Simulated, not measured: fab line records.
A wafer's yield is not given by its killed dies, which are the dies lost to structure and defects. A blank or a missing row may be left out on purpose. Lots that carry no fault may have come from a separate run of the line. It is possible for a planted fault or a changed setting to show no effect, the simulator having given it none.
A lot that was struck, set against a sound lot -- flow sky130 -- 20 steps out of a route of 708
Sound: these wafers, L915.3, L915.5, L915.6. Wafers struck: L920.1, L920.3, L920.4. The cause comes at the end.
For every step that has rows: the tool of each side, followed by ch and its chambers, followed by its first start. Under that, the readings that differ: sound wafers -- struck wafers -- difference of the means -- sigmas: that difference in standard deviations of wafers without a fault.
alike: a reading whose means differ by less than 2 such deviations, as well as words and numbers matching on both sides. not compared: withheld readings; readings where some wafer has no value; bounds like >300 that might hide an equal value; numbers whose values overlap and for which the record gives no deviation.
The two part at a step that has a row with sigmas, a row that says differs or no value, or rows on one side only. Numbers that have no deviation but don't overlap get no sigmas and don't part them. A reading that every wafer of one side lacks parts them only if that side has two wafers or more.

SKY_METAL4_SPUTTER_01: material TiN, target thk 20 nm, time 16.7 s.
  sound on pvdSputter-02, day 42 19:04; struck on pvdSputter-02, day 44 12:05
  alike: throttleValvePct
then, 1 step without rows for these wafers: SKY_METAL4_SPUTTER_02 (material AlCu, target thk 735 nm, time 39.1 s).
SKY_METAL4_SPUTTER_03: material Ti, target thk 5 nm, time 3.3 s.
  sound on pvdSputter-02, day 42 19:07; struck on pvdSputter-02, day 44 12:09
  alike: throttleValvePct
then, 1 step without rows for these wafers: SKY_METAL4_SPUTTER_04 (material TiN, target thk 70 nm, time 58.3 s).
SKY_CAP2M_CVD_00: deposits SiO2, target thk 15.5 nm.
  sound on pecvd-04 ch 0,1, day 42 19:12; struck on pecvd-04 ch 0,1, day 44 12:13
  alike: heaterPowerW
SKY_CAP2M_THK_MEAS_01:
  sound on filmMetro-02, day 42 19:14; struck on filmMetro-03, day 44 12:14
reading,sound,struck,difference,sigmas
CAP2M_CVD_00_THK (nm),15.69 15.63 15.68,15.02 15.13 15.39,-0.49,-2
SKY_CAP2M_SPUTTER_02: material TiN, target thk 200 nm, time 166.7 s.
  sound on pvdSputter-04, day 42 19:17; struck on pvdSputter-01, day 44 12:18
  alike: throttleValvePct
SKY_CAP2M_RS_MEAS_03: uses a four-point probe to measure.
  sound on filmMetro-03, day 42 19:26; struck on filmMetro-04, day 44 12:24
  alike: CAP2M_TIN_RS
SKY_CAP2M_THK_MEAS_04: measures by xrf.
  sound on filmMetro-03, day 42 19:32; struck on filmMetro-04, day 44 12:31
reading,sound,struck,difference,sigmas
CAP2M_TIN_THK (nm),201.3 203.3 202.4,193.9 198.0 197.2,-6.0,-3
then, 3 steps without rows for these wafers: SKY_CAP2M_DEHYDRATE_05 (time 60 s); SKY_CAP2M_HMDS_06 (prime time 60 s); SKY_CAP2M_COAT_07 (resist thk 1140 nm).
SKY_CAP2M_SOFTBAKE_08: time 60 s.
  sound on lithoTrack-02 ch 0, day 43 06:50; struck on lithoTrack-02 ch 0, day 44 23:26
reading,sound,struck,difference,sigmas
heaterPowerTotalW (W),56.65 56.67 56.59,54.24 54.21 54.13,-2.44,-58
plateTempC (C),90.19 90.14 89.96,87.17 87.29 87.57,-2.75,-21
  alike: exhaustPa
then, 2 steps without rows for these wafers: SKY_CAP2M_EXPOSE_09 (exposes mask CAP2M, target cd 1000 nm); SKY_CAP2M_PEB_10.
SKY_CAP2M_DEVELOP_11: develop time 60 s.
  sound on lithoTrack-01 ch 0, day 43 17:57; struck on lithoTrack-01 ch 0, day 45 09:15
  alike: exhaustPa
  not compared: model.NOVOLAK_of_CAP2M_COAT_07.thkNm
SKY_CAP2M_OVL_MEAS_12:
  sound on overlay-02, day 43 18:04; struck on overlay-01, day 45 09:24
reading,sound,struck,difference,sigmas
CAP2M_OVL (nm),0.5 0.0 0.8,-4.6 -3.4 -3.0,-4.1,-3
SKY_CAP2M_METAL_ETCH_13: etches TiN in Cl2/BCl3, stops on SiO2, target depth 220 nm, time 62.9 s.
  sound on rieMetal-03 ch 0,1, day 43 18:07; struck on rieMetal-03 ch 0,1, day 45 09:26
  alike: drypumpMotorCurrentA, heBacksideLeakSccm, oesProductAu, throttleValvePct
  not compared: rfHoursCounterH, model.NOVOLAK_of_CAP2M_COAT_07.thkNm
SKY_CAP2M_STRIP_14: strips in O2/N2.
  sound on plasmaAsher-02 ch 0,1, day 43 18:11; struck on plasmaAsher-02 ch 0,1, day 45 09:31
  alike: drypumpMotorCurrentA, oesProductAu, stripTimeToEndpointS
  not compared: rfHoursCounterH
SKY_PAD_OPEN_PROBE_99:
  the record holds rows for the sound wafers here (prober-01, day 48 08:46) but none for the struck ones

WHERE THEY PART
Last at SKY_PAD_OPEN_PROBE_99 as far as this record goes, first at SKY_CAP2M_THK_MEAS_01.

WHY: what the simulator had put in
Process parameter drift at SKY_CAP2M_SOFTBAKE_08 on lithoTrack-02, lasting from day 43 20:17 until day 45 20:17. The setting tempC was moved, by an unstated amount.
